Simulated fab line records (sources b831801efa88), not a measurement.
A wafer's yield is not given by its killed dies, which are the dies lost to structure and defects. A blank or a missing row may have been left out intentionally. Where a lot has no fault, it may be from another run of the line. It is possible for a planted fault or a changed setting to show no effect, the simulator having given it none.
fab line records -- flow sky130
record lots=5, wafers=15, lastDay=50
route steps=708 shown LI_CONTACT@375 LOCAL_INTERCONNECT@387
lots untouched by any fault: they come from a run of this same line in which no faults occurred
startH: hours from the record's opening day to when the first of the lot's shown wafers began -- waitH: hours elapsed since this lot's preceding step -- " same as the row above -- L1.1+2: several wafers, shown together as one row -- - no value present, or no start provided -- * or withheld: withheld -- < > ~ a bound
route shown NAME@n: a module of which the file shows steps, and the number in the route of the first -- usual: mean and standard deviation over wafers with no fault -- same: alike in all rows -- chamber/n: place in a boat -- sites: per-site readings -- _std_site: how widely they spread, as a standard deviation -- _edge_site: the outer-site mean with the inner-site mean subtracted -- radiusMm: how far each site lies from the wafer's centre -- mask NAME#n: copy n -- behind: the tool/chamber that last shaped the wafer -- hold: why the lot went on hold/how many hours it stayed there/how the hold came to an end -- device: whichever transistor did not switch (one of n, p or np) -- end of line: tests of these same wafers at the route's end -- a step given without rows: its recipe and nothing more -- killed: dies that structure and defects cost at the first sort, which is not the same as the wafer's yield -- map: dies across one wafer; x = killed, . = not, _ = none there
set.NAME: the setting the step ran with; set.NAME@STEP: the setting that earlier step ran with -- model.NAME: the simulator's own value behind a step, which no gauge read
a table for each step, a row for each wafer; lots at some steps of the route
services: the hour from which a tool's chamber was out of use, counted from the record's first day as startH (under 0 if before that day), plus the number of hours and why
## steps
# step SKY_LI_CONTACT_OVL_MEAS_13
# usual LI_CONTACT_OVL=0/5.8
lot.wafer,tool,chamber,startH,waitH,LI_CONTACT_OVL[nm]
L302.3,overlay-01,-,769.75,0.1,14
L302.5,overlay-01,-,769.75,0.1,9
L302.6,overlay-01,-,769.75,0.1,4
L304.2,overlay-02,-,782.60,0.1,-6
L304.4,overlay-02,-,782.60,0.1,-12
L304.6,overlay-02,-,782.60,0.1,-4
L312.1,overlay-01,-,835.39,0.1,-1
L312.2,overlay-01,-,835.39,0.1,-5
L312.3,overlay-01,-,835.39,0.1,-4
L313.2,overlay-01,-,840.30,0.1,1
L313.5,overlay-01,-,840.30,0.1,-4
L313.6,overlay-01,-,840.30,0.1,2
L315.2,overlay-01,-,863.70,0.1,-2
L315.4,overlay-01,-,863.70,0.1,-9
L315.5,overlay-01,-,863.70,0.1,-4
# step SKY_LI_CONTACT_ETCH_14
# recipe chemistry=N2/H2, target=BARC, ionEnergyEv=200, sourceW=500, biasW=100, pressureMtorr=30, n2FlowSccm=100, h2FlowSccm=200, stopOn=SiO2, timeS=45.9, targetDepthA=600
# step SKY_LI_CONTACT_ETCH_15
# recipe target=PSG, chemistry=C4F8/O2/Ar, stopOn=Si, taperDeg=4.15, maskMaterial=KrF-thick, sourceW=1500, biasW=1200, pressureMtorr=40, c4f8FlowSccm=withheld, O2_flow_sccm=6, Ar_flow_sccm=300, timeS=withheld, targetDepthA=6000
# usual oesProductAu=0.837/0.0048
lot.wafer,tool,chamber,startH,waitH,oesProductAu
L302.3,rieDiel-03,1,769.82,0.0,0.838
L302.5,rieDiel-03,2,769.82,0.0,0.834
L302.6,rieDiel-03,3,769.82,0.0,0.841
L304.2,rieDiel-04,3,782.67,0.0,0.839
L304.4,rieDiel-04,0,782.67,0.0,0.840
L304.6,rieDiel-04,1,782.67,0.0,0.837
L312.1,rieDiel-02,1,835.47,0.0,0.836
L312.2,rieDiel-02,0,835.47,0.0,0.829
L312.3,rieDiel-02,2,835.47,0.0,0.838
L313.2,rieDiel-02,2,840.37,0.0,0.840
L313.5,rieDiel-02,1,840.37,0.0,0.838
L313.6,rieDiel-02,2,840.37,0.0,0.836
L315.2,rieDiel-02,2,863.77,0.0,0.838
L315.4,rieDiel-02,0,863.77,0.0,0.844
L315.5,rieDiel-02,0,863.77,0.0,0.836
# step SKY_LI_CONTACT_STRIP_16
# recipe chemistry=O2/N2, powerW=1400, pressureMtorr=1500, platenTempC=withheld, o2FlowSccm=3000, n2FlowSccm=300, overashFraction=0.5
# usual drypumpMotorCurrentA=5.9/0.48, oesProductAu=0.375/0.0051, stripTimeToEndpointS=3.49/0.043
lot.wafer,tool,chamber,startH,waitH,drypumpMotorCurrentA,oesProductAu,rfHoursCounterH,stripTimeToEndpointS
L302.3,plasmaAsher-03,1,769.94,-,6.2,0.369,-,3.48
L302.5,plasmaAsher-03,0,769.94,-,5.9,0.376,-,3.56
L302.6,plasmaAsher-03,1,769.94,-,6.2,0.373,-,3.49
L304.2,plasmaAsher-02,0,782.76,-,5.0,0.367,95,3.44
L304.4,plasmaAsher-02,0,782.76,-,4.9,0.377,-,3.45
L304.6,plasmaAsher-02,0,782.76,-,4.9,0.375,-,3.47
L312.1,plasmaAsher-04,1,835.56,-,5.8,0.377,10,3.49
L312.2,plasmaAsher-04,0,835.56,-,6.6,0.376,10,3.53
L312.3,plasmaAsher-04,0,835.56,-,6.6,0.366,-,3.38
L313.2,plasmaAsher-02,1,840.46,-,6.0,0.369,101,3.41
L313.5,plasmaAsher-02,1,840.46,-,6.0,0.370,-,3.49
L313.6,plasmaAsher-02,0,840.46,-,5.0,0.373,-,3.44
L315.2,plasmaAsher-02,1,863.86,-,6.1,0.373,104,3.40
L315.4,plasmaAsher-02,0,863.86,-,5.0,0.377,-,3.56
L315.5,plasmaAsher-02,1,863.86,-,6.1,0.372,-,3.51
# step SKY_LI_CONTACT_CLEAN_17
# recipe chemistry=NMP, timeS=600, tempC=60, dry=n2Spin
# step SKY_LI_CONTACT_PRE_CLEAN_18
# recipe gas=Ar, timeS=5.6, biasV=358
# step SKY_LI_CONTACT_SPUTTER_19
# recipe material=Ti, targetThkNm=20, chamberPressurePa=5, powerW=2500, substrateTempC=200, timeS=106.37
# step SKY_LI_CONTACT_SPUTTER_20
# recipe material=TiN, targetThkNm=20, chamberPressurePa=5, powerW=4000, timeS=80
# usual cathodeDcPowerW=3999.9/0.68, throttleValvePct=29.9/0.79
lot.wafer,tool,chamber,startH,waitH,cathodeDcPowerW,throttleValvePct
L302.3,pvdSputter-03,-,770.29,0.0,3999.9,29.0
L302.5,pvdSputter-03,-,770.29,0.0,3999.4,29.1
L302.6,pvdSputter-03,-,770.29,0.0,3999.8,29.2
L304.2,pvdSputter-04,-,783.13,0.0,3999.9,31.2
L304.4,pvdSputter-04,-,783.13,0.0,4000.3,30.9
L304.6,pvdSputter-04,-,783.13,0.0,4000.1,29.9
L312.1,pvdSputter-03,-,835.94,0.0,3999.4,29.6
L312.2,pvdSputter-03,-,835.94,0.0,4000.7,29.1
L312.3,pvdSputter-03,-,835.94,0.0,4000.0,29.1
L313.2,pvdSputter-01,-,840.83,0.0,3999.4,30.2
L313.5,pvdSputter-01,-,840.83,0.0,4000.7,28.8
L313.6,pvdSputter-01,-,840.83,0.0,4000.2,30.4
L315.2,pvdSputter-01,-,864.23,0.0,4000.4,30.0
L315.4,pvdSputter-01,-,864.23,0.0,4000.3,29.8
L315.5,pvdSputter-01,-,864.23,0.0,4000.7,30.1
# step SKY_LI_CONTACT_CVD_21
# recipe material=W, targetThkNm=400, timeS=120.56, tempC=400, pressureTorr=40
# usual heaterPowerW=911/24
lot.wafer,tool,chamber,startH,waitH,heaterPowerW
L302.3,cvdW-02,0,770.40,0.1,940
L302.5,cvdW-02,0,770.40,0.1,908
L302.6,cvdW-02,1,770.40,0.1,929
L304.2,cvdW-02,1,783.19,0.0,922
L304.4,cvdW-02,0,783.19,0.0,910
L304.6,cvdW-02,0,783.19,0.0,920
L312.1,cvdW-01,0,836.01,0.0,924
L312.2,cvdW-01,1,836.01,0.0,890
L312.3,cvdW-01,1,836.01,0.0,880
L313.2,cvdW-01,0,840.89,0.0,937
L313.5,cvdW-01,0,840.89,0.0,930
L313.6,cvdW-01,1,840.89,0.0,883
L315.2,cvdW-01,1,864.29,0.0,848
L315.4,cvdW-01,0,864.29,0.0,935
L315.5,cvdW-01,0,864.29,0.0,918
# step SKY_LI_CONTACT_RS_MEAS_22
# recipe thkMeasGauge=four-point-probe, reads=W_of_LI_CONTACT_CVD_21+TiN_of_LI_CONTACT_SPUTTER_20+Ti_of_LI_CONTACT_SPUTTER_19
# usual LI_CONTACT_W_RS=0.287/0.0039
lot.wafer,tool,chamber,startH,waitH,LI_CONTACT_W_RS[ohm/sq]
L302.3,filmMetro-04,-,770.52,0.1,0.293
L302.5,filmMetro-04,-,770.52,0.1,0.287
L302.6,filmMetro-04,-,770.52,0.1,0.285
L304.2,filmMetro-01,-,783.33,0.1,0.283
L304.4,filmMetro-01,-,783.33,0.1,0.286
L304.6,filmMetro-01,-,783.33,0.1,0.287
L312.1,filmMetro-04,-,836.13,0.1,0.291
L312.2,filmMetro-04,-,836.13,0.1,0.292
L312.3,filmMetro-04,-,836.13,0.1,0.294
L313.2,filmMetro-01,-,841.04,0.1,0.284
L313.5,filmMetro-01,-,841.04,0.1,0.284
L313.6,filmMetro-01,-,841.04,0.1,0.289
L315.2,filmMetro-04,-,864.43,0.1,0.294
L315.4,filmMetro-04,-,864.43,0.1,0.286
L315.5,filmMetro-04,-,864.43,0.1,0.284
# step SKY_LI_CONTACT_THK_MEAS_23
# recipe thkMeasGauge=xrf, reads=W_of_LI_CONTACT_CVD_21
# usual LI_CONTACT_W_THK=403/7.1
lot.wafer,tool,chamber,startH,waitH,LI_CONTACT_W_THK[nm]
L302.3,filmMetro-04,-,770.62,0.1,389
L302.5,filmMetro-04,-,770.62,0.1,396
L302.6,filmMetro-04,-,770.62,0.1,399
L304.2,filmMetro-01,-,783.44,0.1,415
L304.4,filmMetro-01,-,783.44,0.1,410
L304.6,filmMetro-01,-,783.44,0.1,407
L312.1,filmMetro-04,-,836.25,0.1,397
L312.2,filmMetro-04,-,836.25,0.1,394
L312.3,filmMetro-04,-,836.25,0.1,391
L313.2,filmMetro-01,-,841.15,0.1,418
L313.5,filmMetro-01,-,841.15,0.1,413
L313.6,filmMetro-01,-,841.15,0.1,407
L315.2,filmMetro-04,-,864.54,0.1,389
L315.4,filmMetro-04,-,864.54,0.1,400
L315.5,filmMetro-04,-,864.54,0.1,402
# step SKY_LI_CONTACT_CMP_24
# recipe stopOn=PSG, tOverpolishS=20, downForcePsi=3.5, platenRpm=60, targetThkNm=0, padVelocityMS=0.94248
# step SKY_LOCAL_INTERCONNECT_SPUTTER_00
# recipe material=TiN, targetThkNm=100, tempC=300, powerW=6500, timeS=83.3, chamberPressurePa=0.4
# usual cathodeDcPowerW=6500.1/1.2, substrateTempC=300.04/0.25, throttleValvePct=30.2/0.96
lot.wafer,tool,chamber,startH,waitH,cathodeDcPowerW,substrateTempC,throttleValvePct,model.TiN_of_LOCAL_INTERCONNECT_SPUTTER_00.thkNm
L302.3,pvdSputter-04,-,770.96,0.2,6496.7,300.10,30.9,99.5
L302.5,pvdSputter-04,-,770.96,0.2,6499.4,299.62,31.0,100.4
L302.6,pvdSputter-04,-,770.96,0.2,6498.7,300.09,30.1,99.54
L304.2,pvdSputter-02,-,783.79,0.2,6499.2,299.97,30.2,100.1
L304.4,pvdSputter-02,-,783.79,0.2,6498.1,299.96,31.5,101
L304.6,pvdSputter-02,-,783.79,0.2,6499.2,300.36,28.3,99.44
L312.1,pvdSputter-01,-,836.61,0.2,6502.2,300.01,28.5,100.4
L312.2,pvdSputter-01,-,836.61,0.2,6500.9,299.79,30.4,99.29
L312.3,pvdSputter-01,-,836.61,0.2,6500.1,300.10,30.4,99.8
L313.2,pvdSputter-04,-,841.50,0.2,8356.7,299.86,29.5,129.8
L313.5,pvdSputter-04,-,841.50,0.2,6501.4,299.78,31.3,100.2
L313.6,pvdSputter-04,-,841.50,0.2,6500.1,299.87,30.9,100.4
L315.2,pvdSputter-01,-,864.89,0.2,6500.2,300.17,29.9,98.6
L315.4,pvdSputter-01,-,864.89,0.2,6498.7,300.29,30.5,98.21
L315.5,pvdSputter-01,-,864.89,0.2,6500.0,300.30,30.2,98.14
# step SKY_LOCAL_INTERCONNECT_RS_MEAS_01
# recipe thkMeasGauge=four-point-probe, reads=TiN_of_LOCAL_INTERCONNECT_SPUTTER_00
# usual LOCAL_INTERCONNECT_TIN_RS=14.09/0.19
lot.wafer,tool,chamber,startH,waitH,LOCAL_INTERCONNECT_TIN_RS[ohm/sq]
L302.3,filmMetro-02,-,771.06,0.1,14.23
L302.5,filmMetro-02,-,771.06,0.1,14.09
L302.6,filmMetro-02,-,771.06,0.1,14.20
L304.2,filmMetro-03,-,783.88,0.1,14.13
L304.4,filmMetro-03,-,783.88,0.1,13.98
L304.6,filmMetro-03,-,783.88,0.1,14.18
L312.1,filmMetro-02,-,836.67,0.0,14.06
L312.2,filmMetro-02,-,836.67,0.0,14.23
L312.3,filmMetro-02,-,836.67,0.0,14.15
L313.2,filmMetro-03,-,841.58,0.1,10.79
L313.5,filmMetro-03,-,841.58,0.1,14.11
L313.6,filmMetro-03,-,841.58,0.1,14.07
L315.2,filmMetro-02,-,864.98,0.1,14.37
L315.4,filmMetro-02,-,864.98,0.1,14.40
L315.5,filmMetro-02,-,864.98,0.1,14.46
# step SKY_LOCAL_INTERCONNECT_THK_MEAS_02
# recipe thkMeasGauge=xrf, reads=TiN_of_LOCAL_INTERCONNECT_SPUTTER_00
# usual LOCAL_INTERCONNECT_TIN_THK=101.6/1.3
lot.wafer,tool,chamber,startH,waitH,LOCAL_INTERCONNECT_TIN_THK[nm]
L302.3,filmMetro-02,-,771.16,0.1,100.4
L302.5,filmMetro-02,-,771.16,0.1,101.3
L302.6,filmMetro-02,-,771.16,0.1,100.7
L304.2,filmMetro-03,-,783.99,0.1,102.1
L304.4,filmMetro-03,-,783.99,0.1,103.2
L304.6,filmMetro-03,-,783.99,0.1,101.4
L312.1,filmMetro-02,-,836.79,0.1,101.6
L312.2,filmMetro-02,-,836.79,0.1,100.7
L312.3,filmMetro-02,-,836.79,0.1,100.8
L313.2,filmMetro-03,-,841.69,0.1,131.7
L313.5,filmMetro-03,-,841.69,0.1,101.6
L313.6,filmMetro-03,-,841.69,0.1,101.6
L315.2,filmMetro-02,-,865.09,0.1,99.9
L315.4,filmMetro-02,-,865.09,0.1,99.7
L315.5,filmMetro-02,-,865.09,0.1,99.8
# step SKY_LOCAL_INTERCONNECT_DEHYDRATE_03
# recipe tempC=200, timeS=60
# step SKY_LOCAL_INTERCONNECT_HMDS_04
# recipe primeTimeS=60, primeTempC=120
# step SKY_LOCAL_INTERCONNECT_COAT_05
# recipe resist=BARC, tempC=withheld, timeS=withheld, spinRpm=3000, resistThkNm=60
# step SKY_LOCAL_INTERCONNECT_COAT_06
# recipe resist=KrF-thick, spinRpm=3000, resistThkNm=450
# step SKY_LOCAL_INTERCONNECT_SOFTBAKE_07
# recipe tempC=100, timeS=90, resist=KrF-thick
# step SKY_LOCAL_INTERCONNECT_EXPOSE_08
# recipe maskId=LI1M, na=0.8, sourceShape=annular, sigmaInner=0.55, sigmaOuter=0.85, targetCdNm=170, doseMj=28
# step SKY_LOCAL_INTERCONNECT_PEB_09
# recipe pebTempC=withheld, pebTimeS=withheld, resist=KrF-thick
# step SKY_LOCAL_INTERCONNECT_DEVELOP_10
# recipe developTimeS=60, resist=KrF-thick, devTempC=21
# step SKY_LOCAL_INTERCONNECT_CD_MEAS_11
# recipe targetCdNm=170
# usual cdNm=169.7/1.8
lot.wafer,tool,chamber,startH,waitH,cdNm
L302.3,cdSem-01,-,797.29,-,170.0
L302.5,cdSem-01,-,797.29,-,168.7
L302.6,cdSem-01,-,797.29,-,168.7
L304.2,cdSem-02,-,810.14,-,165.8
L304.4,cdSem-02,-,810.14,-,166.3
L304.6,cdSem-02,-,810.14,-,166.0
L312.1,cdSem-02,-,862.62,-,168.4
L312.2,cdSem-02,-,862.62,-,169.6
L312.3,cdSem-02,-,862.62,-,168.7
L313.2,cdSem-02,-,867.31,-,170.6
L313.5,cdSem-02,-,867.31,-,170.7
L313.6,cdSem-02,-,867.31,-,171.9
L315.2,cdSem-02,-,891.31,-,172.7
L315.4,cdSem-02,-,891.31,-,171.9
L315.5,cdSem-02,-,891.31,-,172.3
# step SKY_LOCAL_INTERCONNECT_OVL_MEAS_12
# usual LOCAL_INTERCONNECT_OVL=1/4.9
lot.wafer,tool,chamber,startH,waitH,LOCAL_INTERCONNECT_OVL[nm]
L302.3,overlay-02,-,797.38,0.1,1
L302.5,overlay-02,-,797.38,0.1,2
L302.6,overlay-02,-,797.38,0.1,6
L304.2,overlay-01,-,810.25,0.1,1
L304.4,overlay-01,-,810.25,0.1,2
L304.6,overlay-01,-,810.25,0.1,-1
L312.1,overlay-02,-,862.74,0.1,-1
L312.2,overlay-02,-,862.74,0.1,6
L312.3,overlay-02,-,862.74,0.1,4
L313.2,overlay-01,-,867.41,0.1,-5
L313.5,overlay-01,-,867.41,0.1,-8
L313.6,overlay-01,-,867.41,0.1,-4
L315.2,overlay-02,-,891.41,0.1,-3
L315.4,overlay-02,-,891.41,0.1,-6
L315.5,overlay-02,-,891.41,0.1,-5
# step SKY_LOCAL_INTERCONNECT_ETCH_13
# recipe chemistry=N2/H2, target=BARC, ionEnergyEv=200, biasW=100, pressureMtorr=30, n2FlowSccm=100, h2FlowSccm=200, icpW=500, stopOn=SiO2, timeS=45.9, targetDepthA=600
# step SKY_LOCAL_INTERCONNECT_METAL_ETCH_14
# recipe targetDepthNm=110, stopOn=PSG, chemistry=Cl2/BCl3, target=TiN, resistSidewallDeg=88, pressureMtorr=10, icpW=900, biasW=48.5, Cl2_flow_sccm=60, bcl3FlowSccm=30, timeS=31.4
# usual drypumpMotorCurrentA=5.6/0.59, oesProductAu=0.944/0.0085, throttleValvePct=21.899/0.0094
lot.wafer,tool,chamber,startH,waitH,drypumpMotorCurrentA,oesProductAu,rfHoursCounterH,throttleValvePct
L302.3,rieMetal-03,0,797.57,0.1,6.0,0.930,-,21.905
L302.5,rieMetal-03,0,797.57,0.1,6.0,0.944,-,21.895
L302.6,rieMetal-03,0,797.57,0.1,6.1,0.942,-,21.887
L304.2,rieMetal-01,1,810.34,0.0,4.8,0.944,14,21.898
L304.4,rieMetal-01,0,810.34,0.0,5.3,0.950,-,21.893
L304.6,rieMetal-01,1,810.34,0.0,4.8,0.935,-,21.904
L312.1,rieMetal-02,0,862.84,0.0,6.5,0.942,13,21.893
L312.2,rieMetal-02,1,862.84,0.0,5.0,0.940,18,21.898
L312.3,rieMetal-02,0,862.84,0.0,6.5,0.936,-,21.893
L313.2,rieMetal-02,0,867.51,0.0,6.5,1.002,13,21.857
L313.5,rieMetal-02,1,867.51,0.0,5.0,0.950,-,21.890
L313.6,rieMetal-02,0,867.51,0.0,6.5,0.940,-,21.899
L315.2,rieMetal-03,0,891.51,0.0,6.1,0.935,7,21.906
L315.4,rieMetal-03,1,891.51,0.0,5.6,0.933,-,21.911
L315.5,rieMetal-03,1,891.51,0.0,5.6,0.927,-,21.887
# step SKY_LOCAL_INTERCONNECT_STRIP_15
# recipe chemistry=O2/N2, powerW=1400, pressureMtorr=1500, platenTempC=withheld, o2FlowSccm=3000, n2FlowSccm=300, overashFraction=0.5
# usual drypumpMotorCurrentA=6.1/0.31, oesProductAu=0.426/0.0046, stripTimeToEndpointS=4.716/0.018
lot.wafer,tool,chamber,startH,waitH,drypumpMotorCurrentA,oesProductAu,rfHoursCounterH,stripTimeToEndpointS
L302.3,plasmaAsher-04,1,797.67,0.1,5.8,0.428,-,4.716
L302.5,plasmaAsher-04,1,797.67,0.1,5.8,0.430,-,4.743
L302.6,plasmaAsher-04,0,797.67,0.1,6.6,0.427,-,4.701
L304.2,plasmaAsher-01,1,810.39,0.0,5.8,0.428,69,4.741
L304.4,plasmaAsher-01,1,810.39,0.0,5.8,0.430,-,4.749
L304.6,plasmaAsher-01,0,810.39,0.0,6.6,0.426,-,4.750
L312.1,plasmaAsher-03,1,862.89,0.0,6.2,0.424,44,4.703
L312.2,plasmaAsher-03,0,862.89,0.0,5.9,0.424,44,4.712
L312.3,plasmaAsher-03,1,862.89,0.0,6.2,0.428,-,4.709
L313.2,plasmaAsher-01,1,867.56,0.0,5.8,0.423,75,4.709
L313.5,plasmaAsher-01,0,867.56,0.0,6.6,0.435,-,4.727
L313.6,plasmaAsher-01,1,867.56,0.0,5.8,0.428,-,4.697
L315.2,plasmaAsher-04,1,891.56,0.0,5.8,0.419,15,4.726
L315.4,plasmaAsher-04,1,891.56,0.0,5.8,0.430,-,4.700
L315.5,plasmaAsher-04,0,891.56,0.0,6.6,0.424,-,4.688
# step SKY_LOCAL_INTERCONNECT_STRIP_16
# recipe chemistry=postEtchResidueRemover, timeS=1200, tempC=72.5
lot.wafer,tool,chamber,startH,waitH,model.TiN_of_LOCAL_INTERCONNECT_SPUTTER_00.thkNm
L302.3,wetBench-02,0,797.74,0.0,99.09
L302.5,wetBench-02,0,797.74,0.0,100
L302.6,wetBench-02,0,797.74,0.0,99.13
L304.2,wetBench-03,0,810.49,0.1,99.72
L304.4,wetBench-03,0,810.49,0.1,100.6
L304.6,wetBench-03,0,810.49,0.1,99.03
L312.1,wetBench-02,0,862.99,0.1,99.94
L312.2,wetBench-02,0,862.99,0.1,98.87
L312.3,wetBench-02,0,862.99,0.1,99.37
L313.2,wetBench-02,1,867.66,0.1,129.4
L313.5,wetBench-02,1,867.66,0.1,99.82
L313.6,wetBench-02,1,867.66,0.1,100
L315.2,wetBench-04,0,891.66,0.1,98.19
L315.4,wetBench-04,0,891.66,0.1,97.8
L315.5,wetBench-04,0,891.66,0.1,97.73
# step SKY_LOCAL_INTERCONNECT_CLEAN_17
# recipe chemistry=IPA, timeS=180, tempC=25
## services
tool,chamber,startH,hours,kind
rieDiel-02,1,748.72,9.3,repair
rieDiel-02,-,752.89,1.2,repair
rieMetal-03,-,759.02,0.3,repair
pvdSputter-02,-,760.02,3.3,repair
rieDiel-04,2,773.00,38.9,repair
plasmaAsher-01,-,781.06,15.6,pm
cvdW-02,-,781.59,0.7,repair
rieDiel-04,0,788.57,5.8,repair
wetBench-03,-,788.71,1.2,repair
pvdSputter-02,-,794.62,0.8,repair
pvdSputter-01,-,797.49,3.7,repair
pvdSputter-03,-,806.48,2.3,repair
rieDiel-04,0,809.44,9.0,repair
rieDiel-02,1,816.48,4.5,repair
cvdW-01,-,817.25,6.9,pm
rieDiel-04,1,818.68,4.9,repair
plasmaAsher-04,-,831.18,0.7,repair
rieMetal-01,0,840.21,6.9,repair
rieDiel-03,-,842.47,14.6,pm
plasmaAsher-04,-,843.39,2.7,repair
pvdSputter-01,-,850.02,2.4,repair
rieMetal-01,-,862.55,14.6,pm
plasmaAsher-02,-,874.67,2.9,repair
wetBench-04,-,878.22,2.0,repair
## key
firstSign step=SKY_LOCAL_INTERCONNECT_SPUTTER_00, reading=cathodeDcPowerW, direction=up, sigmas=99+, usual=6500.1, struck=8356.7
effect step=SKY_LOCAL_INTERCONNECT_RS_MEAS_01, reading=LOCAL_INTERCONNECT_TIN_RS, direction=down, sigmas=18, usual=14.09, struck=10.79
effect step=SKY_LOCAL_INTERCONNECT_THK_MEAS_02, reading=LOCAL_INTERCONNECT_TIN_THK, direction=up, sigmas=23, usual=101.6, struck=131.7
effect step=SKY_LOCAL_INTERCONNECT_METAL_ETCH_14, reading=oesProductAu, direction=up, sigmas=6.8, usual=0.944, struck=1.002
modelEffect step=SKY_LOCAL_INTERCONNECT_SPUTTER_00, value=TiN_of_LOCAL_INTERCONNECT_SPUTTER_00.thkNm, without=101.2, struck=129.8
modelEffect step=SKY_LOCAL_INTERCONNECT_STRIP_16, value=TiN_of_LOCAL_INTERCONNECT_SPUTTER_00.thkNm, without=100.8, struck=129.4
metAt SKY_LOCAL_INTERCONNECT_SPUTTER_00
struckWafers L313.2
sortLeftOut L313.2
testerLeftOut L313
fault kind=processParameterDrift, tool=pvdSputter-04, chamber=-, onsetH=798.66, steps=SKY_LOCAL_INTERCONNECT_SPUTTER_00, channel=powerW, offset=*, shape=step, endH=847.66, actsIn=*, stated=*, scope=struckWafersOnly
# testerLeftOut: of these lots the tester's yield and bins aren't shown, on N5 and GAA mostly nor the transistor test; their killed dies are dies lost to structure and defects alone, not to doping, threshold or leakage, so they don't give the yield
# sortLeftOut: the simulated sort isn't trusted on such a fault, so these wafers' sort isn't shown, and their yield isn't known
